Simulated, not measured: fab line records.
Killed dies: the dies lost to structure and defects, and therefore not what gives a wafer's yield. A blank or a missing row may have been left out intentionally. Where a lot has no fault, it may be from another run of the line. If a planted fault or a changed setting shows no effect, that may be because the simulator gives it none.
Code-filled problem report in 8D (eight disciplines) form	flow sky130	the parts of the form that need people (team, actions taken, sign-off) are left out

== 1. THE ISSUE ==
Wafers without a fault read 23.01 C, standard deviation 0.1; developer-temp-C at SKY_SD_N_DEVELOP_06 reads a mean of 22.11 C on 9 wafers belonging to 3 lots. Measured from the usual mean, that is -9.0 standard deviations.
The step: develop time 60 s.
Seen first at day 29 10:04 on litho-track-04, wafer L727.3. At this step, 45 wafers from 15 lots have a number in the record. Rule for "out", or "out of limits": more than 4 standard deviations from the usual mean. Any other wafer with a number is counted as sound.

== 2. WHAT IT IS AND WHAT IT IS NOT ==
question	is	is not
which readings at this step	developer-temp-C	-
which lots	L727, L729, L730	L721, L726, L734, L735, L736, L737, L738, L739, L740, L742, L743, L744
which wafers of those lots	all that have a number	-
read on which tools	litho-track-04	litho-track-01, litho-track-02
when	from day 29 10:04	up to then (6 sound wafers); but 30 sound wafers of L734, L735, L736, L737, L738, L739, L740, L742, L743, L744 came after

== 3. THE SUSPECTS, EACH WITH WHAT RULES IT OUT ==
Counting: a tool at any process step up to the reading remains a suspect when it ran all the lots that are out and ran no sound lot after the first of those.
- litho-track-04 at SKY_SD_N_DEVELOP_06 (develop time 60 s): ruled out as a lasting fault. Following L727 (day 29 10:04), the first lot on it that is out, the sound lots L744 were run on it.
Left after counting: nothing in the record.

== 4. THE CAUSE (what the simulator had put in) ==
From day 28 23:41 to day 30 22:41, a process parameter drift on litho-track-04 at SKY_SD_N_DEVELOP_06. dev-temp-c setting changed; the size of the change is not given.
Counting ruled it out, wrongly.

== 5. THE EFFECT CHAIN, in route order ==
Each row: a reading whose mean over the struck wafers that have a number lies more than 3 standard deviations from the usual. Scope: only readings with a usual standard deviation given in the record; hours: median across lots of the time from each lot's start at the first step in this table that gives one to its start at this step; sigmas: change in usual standard deviations.
hours	step	reading	usual	on struck wafers	change	sigmas
0	SKY_SD_N_DEVELOP_06	developer-temp-C	23.01 C	22.11	-0.90	-9.0
Its process steps:
- SKY_SD_N_DEVELOP_06: develop time 60 s.
Later steps that measure or inspect, where all struck wafers having a row at the step show a number for every such reading and not one has moved that far: SKY_VIA1_BOW_MEAS_03, SKY_METAL2_OVL_MEAS_16, SKY_METAL3_CD_MEAS_13.

== 6. WHAT WOULD HAVE CAUGHT IT SOONER ==
10 hours passed between the start of the fault at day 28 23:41 and the first reading out of limits in this record, taken at day 29 10:04.
